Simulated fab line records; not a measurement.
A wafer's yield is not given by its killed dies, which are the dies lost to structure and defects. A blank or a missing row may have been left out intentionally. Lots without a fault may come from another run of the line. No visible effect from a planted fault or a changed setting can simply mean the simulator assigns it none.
Split-lot trial + flow sfq-line + on a route of 325 steps: 5 lots, 21 wafers read

== ON THE SPLIT ==
At SFQ_TRILAYER_M2_ETCH_METAL_ETCH_060 (etches Nb in Cl2/Ar, stops on SiO2, target depth 240 nm, time 120 s), the setting time-s was moved away from the recipe's 120 s on 7 of the 21 wafers read, by -14.0% to +11.0%. All remaining wafers had this setting at the recipe value.

The split's own step is where the reading is taken.

== THE READING ==
KrF_of_TRILAYER_M2_LITHO_COAT_057.thk-nm (the simulator's own value, which no gauge read), in nm, at SFQ_TRILAYER_M2_ETCH_METAL_ETCH_060 (etches Nb in Cl2/Ar, stops on SiO2, target depth 240 nm, time 120 s). No usual value for it is given in the file. Here, 14 wafers ran the recipe; their average is 388.4 nm with a standard deviation of 4 nm.

| wafer  | tool, chamber at the split | time-s as run, s | against the recipe | KrF_of_TRILAYER_M2_LITHO_COAT_057.thk-nm, nm | against lot-mates on the recipe |
|--------|----------------------------|------------------|--------------------|----------------------------------------------|---------------------------------|
| L076.3 | rie-metal-04, 0            | 120              | recipe             | 392.8                                        | -                               |
| L076.4 | rie-metal-04, 1            | 120              | recipe             | 389.1                                        | -                               |
| L076.5 | rie-metal-04, 1            | 120              | recipe             | 391                                          | -                               |
| L079.1 | rie-metal-02, 1            | 127.4            | +6.2%              | 381.9                                        | -9.4                            |
| L079.2 | rie-metal-02, 0            | 127.4            | +6.2%              | 376.5                                        | -14.8                           |
| L079.4 | rie-metal-02, 1            | 120              | recipe             | 390.3                                        | -                               |
| L079.5 | rie-metal-02, 1            | 120              | recipe             | 392.2                                        | -                               |
| L079.6 | rie-metal-02, 0            | 127.4            | +6.2%              | 377.3                                        | -13.9                           |
| L080.1 | rie-metal-03, 0            | 120              | recipe             | 392.9                                        | -                               |
| L080.2 | rie-metal-03, 1            | 133.2            | +11.0%             | 369.1                                        | -21.6                           |
| L080.3 | rie-metal-03, 1            | 120              | recipe             | 386.7                                        | -                               |
| L080.4 | rie-metal-03, 0            | 133.2            | +11.0%             | 376.6                                        | -14.1                           |
| L080.6 | rie-metal-03, 0            | 120              | recipe             | 392.4                                        | -                               |
| L083.1 | rie-metal-02, 0            | 120              | recipe             | 381.7                                        | -                               |
| L083.5 | rie-metal-02, 0            | 120              | recipe             | 379.4                                        | -                               |
| L083.6 | rie-metal-02, 1            | 120              | recipe             | 386.2                                        | -                               |
| L085.2 | rie-metal-02, 1            | 120              | recipe             | 388.8                                        | -                               |
| L085.3 | rie-metal-02, 0            | 103.2            | -14.0%             | 405.8                                        | +18.3                           |
| L085.4 | rie-metal-02, 1            | 103.2            | -14.0%             | 406                                          | +18.5                           |
| L085.5 | rie-metal-02, 0            | 120              | recipe             | 384.9                                        | -                               |
| L085.6 | rie-metal-02, 1            | 120              | recipe             | 388.8                                        | -                               |

FIT RESULTS
A straight line over all 21 wafers: KrF_of_TRILAYER_M2_LITHO_COAT_057.thk-nm changes by -1.35 nm for each +1% of time-s; r = -0.91; the points scatter about the line by 3.8 nm.
The same after taking each lot's own level away (the mean of its wafers on the recipe; 21 wafers): -1.51 nm for each +1%; r = -0.96; scatter 2.8 nm.
Per that fit: largest time-s move, reading shift of 21 nm.
Measured against the standard deviation above, the lots' own levels, which go from 382.43 to 391.25 nm, span 2.2 times it.
In other words, the slope is changed by the lot-to-lot level; the two fits disagree.
Check: for one of the wafers moved furthest among these (-14.0%), held out of the fit, the line's prediction against its lot-mates is +21.3 nm. Against them it came out at +18.3 nm.

== OTHER SPLITS APPLIED TO THESE WAFERS ==
Other splits were also applied to these wafers ahead of the reading. Each is held against what the fit with the lots' levels taken away leaves over:
| other split on the same wafers               | wafers away from the commonest value | r with KrF_of_TRILAYER_M2_LITHO_COAT_057.thk-nm (lot level and that fit taken away) |
|----------------------------------------------|--------------------------------------|-------------------------------------------------------------------------------------|
| SFQ_TRILAYER_M1_LITHO_COAT_044 resist-thk-nm | 10                                   | -0.20                                                                               |
| SFQ_TRILAYER_I1_DEP_PECVD_045 time-s         | 5                                    | +0.03                                                                               |
| SFQ_TRILAYER_I1_VIA_LITHO_EXPOSE_050 dose-mj | 3                                    | -0.32                                                                               |
| SFQ_TRILAYER_M2_DEP_SPUTTER_055 power-w      | 6                                    | -0.17                                                                               |
| SFQ_TRILAYER_M2_LITHO_COAT_062 spin-rpm      | 4                                    | -0.11                                                                               |

== THE FILE'S OWN FIT ==
KrF_of_TRILAYER_M2_LITHO_COAT_057.thk-nm changes by -1.5 nm for each +1% of time-s, r = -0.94.
